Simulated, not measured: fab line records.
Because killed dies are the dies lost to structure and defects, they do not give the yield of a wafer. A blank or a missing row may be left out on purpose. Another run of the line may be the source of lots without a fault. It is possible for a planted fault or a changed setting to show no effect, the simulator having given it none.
Which tool was responsible? + flow gf180mcu + 14 lots, 42 wafers sampled, at 4 steps of a route of 602

== WHAT THE GAUGES READ, wafer by wafer ==
GF_POLY_GATE_THK_MEAS_17. Usual: POLY_GATE_OXIDATION_THK 3.98 nm, standard deviation 0.08.
| lot  | measured     | on            | POLY_GATE_OXIDATION_THK (nm) | flag |
|------|--------------|---------------|------------------------------|------|
| L609 | day 9 06:57  | film-metro-02 | 3.97 4.04 4.00               |      |
| L610 | day 9 12:45  | film-metro-04 | 4.00 3.90 3.94               |      |
| L611 | day 9 18:11  | film-metro-04 | 3.84 3.97 3.93               |      |
| L612 | day 10 03:34 | film-metro-02 | 3.93 4.05 3.91               |      |
| L613 | day 10 11:55 | film-metro-04 | 4.00 3.98 4.07               |      |
| L615 | day 11 07:49 | film-metro-04 | 4.02 4.00 3.88               |      |
| L617 | day 11 20:08 | film-metro-04 | 3.86 3.89 3.93               |      |
| L618 | day 12 10:47 | film-metro-01 | 4.05 3.96 3.92               |      |
| L625 | day 14 06:40 | film-metro-02 | 3.93 4.02 3.98               |      |
| L627 | day 14 17:41 | film-metro-04 | 4.20 4.14 4.19               |      |
| L629 | day 15 10:16 | film-metro-04 | 4.11 4.10 4.07               |      |
| L630 | day 15 13:28 | film-metro-04 | 3.90 3.94 3.95               |      |
| L631 | day 16 01:26 | film-metro-04 | 3.94 3.92 3.92               |      |
| L632 | day 16 09:52 | film-metro-04 | 3.93 3.94 3.96               |      |

GF_HV_LDD_TW_MEAS_23. Usual: HV_LDD_2_TW 1057, standard deviation 5.7.
| lot  | measured     | on            | HV_LDD_2_TW    | flag |
|------|--------------|---------------|----------------|------|
| L609 | day 10 19:17 | film-metro-03 | 1063 1058 1055 |      |
| L610 | day 11 02:02 | film-metro-01 | 1063 1066 1067 |      |
| L611 | day 11 07:25 | film-metro-03 | 1061 1058 1060 |      |
| L612 | day 11 17:12 | film-metro-02 | 1050 1047 1052 |      |
| L613 | day 12 01:55 | film-metro-01 | 1054 1052 1053 |      |
| L615 | day 12 23:25 | film-metro-01 | 1053 1060 1059 |      |
| L617 | day 13 12:41 | film-metro-03 | 1046 1045 1051 |      |
| L618 | day 14 03:31 | film-metro-03 | 1052 1058 1061 |      |
| L625 | day 16 03:14 | film-metro-03 | 1060 1061 1058 |      |
| L627 | day 16 13:10 | film-metro-01 | 1050 1053 1054 |      |
| L629 | day 17 07:24 | film-metro-01 | 1058 1056 1054 |      |
| L630 | day 17 09:58 | film-metro-03 | 1059 1059 1063 |      |
| L631 | day 17 23:05 | film-metro-02 | 1060 1060 1060 |      |
| L632 | day 18 08:37 | film-metro-03 | 1051 1055 1049 |      |

GF_CONTACT_THK_MEAS_03. Usual: CONTACT_CVD_02_THK 864 nm, standard deviation 15.
| lot  | measured     | on            | CONTACT_CVD_02_THK (nm) | flag |
|------|--------------|---------------|-------------------------|------|
| L609 | day 15 05:01 | film-metro-02 | 860 874 855             |      |
| L610 | day 15 11:50 | film-metro-01 | 875 864 848             |      |
| L611 | day 15 20:07 | film-metro-03 | 845 851 874             |      |
| L612 | day 16 05:01 | film-metro-01 | 848 849 877             |      |
| L613 | day 16 14:56 | film-metro-01 | 845 877 854             |      |
| L615 | day 17 16:04 | film-metro-01 | 873 838 886             |      |
| L617 | day 18 08:50 | film-metro-02 | 855 856 873             |      |
| L618 | day 19 00:19 | film-metro-01 | 870 878 882             |      |
| L625 | day 21 07:20 | film-metro-03 | 867 867 876             |      |
| L627 | day 21 18:17 | film-metro-01 | 865 863 880             |      |
| L629 | day 22 13:31 | film-metro-01 | 874 874 853             |      |
| L630 | day 22 16:19 | film-metro-03 | 864 867 875             |      |
| L631 | day 23 04:08 | film-metro-01 | 851 866 861             |      |
| L632 | day 23 14:39 | film-metro-03 | 864 880 881             |      |

== WHICH TOOL RAN EACH LOT (tool, then ch and the chambers of the sampled wafers, then the start) ==
| lot  | GF_DUAL_GATE_OXIDATION_15     |
|------|-------------------------------|
| L609 | furnace-02 ch 0, day 8 09:37  |
| L610 | furnace-01 ch 0, day 8 14:38  |
| L611 | furnace-02 ch 0, day 8 20:02  |
| L612 | furnace-01 ch 0, day 9 04:34  |
| L613 | furnace-02 ch 0, day 9 12:57  |
| L615 | furnace-02 ch 0, day 10 09:07 |
| L617 | furnace-02 ch 0, day 10 20:31 |
| L618 | furnace-02 ch 0, day 11 09:08 |
| L625 | furnace-01 ch 0, day 13 05:04 |
| L627 | furnace-01 ch 0, day 13 16:05 |
| L629 | furnace-01 ch 0, day 14 06:40 |
| L630 | furnace-02 ch 0, day 14 12:04 |
| L631 | furnace-01 ch 0, day 14 23:17 |
| L632 | furnace-02 ch 0, day 15 07:27 |
- GF_DUAL_GATE_OXIDATION_15: stabilise 600 s, purge 300 s, target thk 7.098 nm.

== WHAT THE TOOLS THEMSELVES READ (means of the sampled wafers that have a number; where no wafer has one, the mark that the record gives instead) ==
GF_DUAL_GATE_OXIDATION_15. Usual: spike-tc-bottom-C 866.9 C, standard deviation 1.7; spike-tc-centre-C 850.5 C, standard deviation 1.1; spike-tc-lower-C 850.2 C, standard deviation 1; spike-tc-top-C 864 C, standard deviation 3.3; spike-tc-upper-C 849.3 C, standard deviation 1.5; tube-center-temp-C 850 C, standard deviation 0.074; tube_center_temp_C_max 852.2, standard deviation 0.34; zone-power-lower-pct 17.2 %, standard deviation 1.6.
| lot  | tool       | spike-tc-bottom-C (C) | spike-tc-centre-C (C) | spike-tc-lower-C (C) | spike-tc-top-C (C) | spike-tc-upper-C (C) | tube-center-temp-C (C) | tube_center_temp_C_max | zone-power-lower-pct (%) | flag |
|------|------------|-----------------------|-----------------------|----------------------|--------------------|----------------------|------------------------|------------------------|--------------------------|------|
| L609 | furnace-02 | 867.5                 | 850.9                 | 849.8                | 867                | 850.4                | 850                    | 852.3                  | 15.7                     |      |
| L610 | furnace-01 | 864.9                 | 849.9                 | 850.5                | 860                | 847.8                | 850                    | 852.1                  | 18.8                     |      |
| L611 | furnace-02 | 867.3                 | 851.0                 | 850.6                | 867                | 850.3                | 850                    | 852.4                  | 15.3                     |      |
| L612 | furnace-01 | 865.7                 | 851.0                 | 850.5                | 860                | 848.3                | 850                    | 852.2                  | 18.8                     |      |
| L613 | furnace-02 | 867.6                 | 850.4                 | 849.5                | 868                | 850.6                | 850                    | 852.7                  | 15.5                     |      |
| L615 | furnace-02 | 871.7                 | 853.2                 | 853.7                | 870                | 854.6                | 854                    | 856.2                  | 15.7                     | OFF  |
| L617 | furnace-02 | 871.8                 | 854.6                 | 853.7                | 870                | 854.1                | 854                    | 856.0                  | 15.8                     | OFF  |
| L618 | furnace-02 | 872.9                 | 853.9                 | 853.6                | 869                | 854.6                | 854                    | 855.9                  | 15.8                     | OFF  |
| L625 | furnace-01 | 866.0                 | 850.3                 | 850.5                | 861                | 849.8                | 850                    | 852.0                  | 18.9                     |      |
| L627 | furnace-01 | 865.6                 | 850.9                 | 850.7                | 860                | 847.9                | 850                    | 852.2                  | 18.8                     |      |
| L629 | furnace-01 | 864.9                 | 849.8                 | 851.2                | 861                | 848.2                | 850                    | 852.4                  | 18.9                     |      |
| L630 | furnace-02 | 868.2                 | 850.3                 | 849.1                | 866                | 850.9                | 850                    | 852.1                  | 15.7                     |      |
| L631 | furnace-01 | 864.9                 | 851.0                 | 849.3                | 860                | 848.1                | 850                    | 852.5                  | 18.7                     |      |
| L632 | furnace-02 | 868.0                 | 849.8                 | 850.4                | 867                | 850.2                | 850                    | 852.5                  | 15.8                     |      |

== THE ANSWER, worked out from the rows above alone ==
Rule: lot off if the mean of its wafers having a number is beyond 3 standard deviations from the usual mean. A lot without any number at a reading at which 4 lots or more have one is off too. Where the step has rows for the other lots, those lots are counted as sound. Order of review: gauges by route order, followed by the tools' own readings, for which a lot's mean as printed above is used. At the first step where some lot is off, the reading lying furthest off is the one used; lots without a number count as furthest.
Off: L615, L617, L618, at GF_DUAL_GATE_OXIDATION_15 (tube-center-temp-C).
If a tool, at that step or one of the process steps before it, ran each lot that is off and ran no sound lot following the first of them, it fits. No candidate that was tried fits.

== WHAT THE SIMULATOR HAD INSERTED ==
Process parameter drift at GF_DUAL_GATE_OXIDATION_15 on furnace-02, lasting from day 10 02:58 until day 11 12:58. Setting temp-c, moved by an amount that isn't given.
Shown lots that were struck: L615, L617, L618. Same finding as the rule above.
